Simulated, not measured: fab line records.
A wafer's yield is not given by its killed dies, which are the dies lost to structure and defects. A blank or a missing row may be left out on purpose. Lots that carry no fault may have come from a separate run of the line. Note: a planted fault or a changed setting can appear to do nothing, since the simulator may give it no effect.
Which tool was responsible?    flow sfq_line    7 lots with 21 wafers sampled at 4 steps, on a route of 325 steps

WHAT THE GAUGES SHOWED, per wafer
SFQ_M8_RS_MEAS_949: a four-point-probe measurement.
lot   measured      on             M8_AU_RS (ohm/sq)
L473  day 86 13:04  film_metro-03  0.1557 0.1557 0.1546
L475  day 86 20:13  film_metro-03  0.1544 0.1550 0.1550
L477  day 87 01:02  film_metro-03  0.1530 0.1536 0.1519
L485  day 91 11:21  film_metro-03  0.1531 0.1549 0.1543
L490  day 92 07:46  film_metro-03  0.1517 0.1532 0.1533
L493  day 92 23:08  film_metro-02  0.1511 0.1529 0.1518
L495  day 93 06:19  film_metro-04  0.1515 0.1518 0.1513

WHICH TOOL RAN EACH LOT (tool, then ch and the chambers of the sampled wafers, then the start)
lot   SFQ_TRILAYER_R5_DEP_SPUTTER_132  SFQ_TRILAYER_M6_DEP_SPUTTER_157  SFQ_TRILAYER_I7_VIA_LITHO_PEB_190
L473  pvd_sputter-06, day 56 12:59     pvd_sputter-05, day 72 21:17     litho_track-02 ch 0, day 82 10:36
L475  pvd_sputter-04, day 57 00:05     pvd_sputter-03, day 72 23:41     litho_track-02 ch 0, day 82 15:34
L477  pvd_sputter-04, day 57 08:38     pvd_sputter-06, day 73 04:29     litho_track-02 ch 0, day 82 21:35
L485  pvd_sputter-06, day 59 17:49     pvd_sputter-05, day 74 06:54     litho_track-02, day 87 13:37
L490  pvd_sputter-04, day 60 12:25     pvd_sputter-05, day 75 09:26     litho_track-01 ch 0, day 88 10:39
L493  pvd_sputter-06, day 61 02:48     pvd_sputter-06, day 76 02:17     litho_track-04 ch 0, day 89 03:51
L495  pvd_sputter-05, day 61 21:41     pvd_sputter-06, day 76 18:25     litho_track-02 ch 0, day 89 13:52
- SFQ_TRILAYER_R5_DEP_SPUTTER_132: material Ti, target thk 5 nm, time 5 s.
- SFQ_TRILAYER_M6_DEP_SPUTTER_157: material Nb, target thk 200 nm, time 133.3 s.
- SFQ_TRILAYER_I7_VIA_LITHO_PEB_190: peb time 60 s.

THE ANSWER, worked out from the rows above alone
Rule: the usual values come from the lots themselves. Put in order of their means at a reading, lots are off if they are a third of the lots or fewer, leave a main group of 4 or more, and stand apart from it by a gap of 3 or more times the standard deviation of the main group's means; of several such gaps the widest counts. Not used: any main group whose means are identical at the precision the tables above print for the reading. Also off: a lot with no number at a reading for which 4 or more lots have one. All remaining lots with rows at the step are treated as sound.
None of the lots is off at any reading shown; this tells nothing.

WHAT WAS PUT IN BY THE SIMULATOR
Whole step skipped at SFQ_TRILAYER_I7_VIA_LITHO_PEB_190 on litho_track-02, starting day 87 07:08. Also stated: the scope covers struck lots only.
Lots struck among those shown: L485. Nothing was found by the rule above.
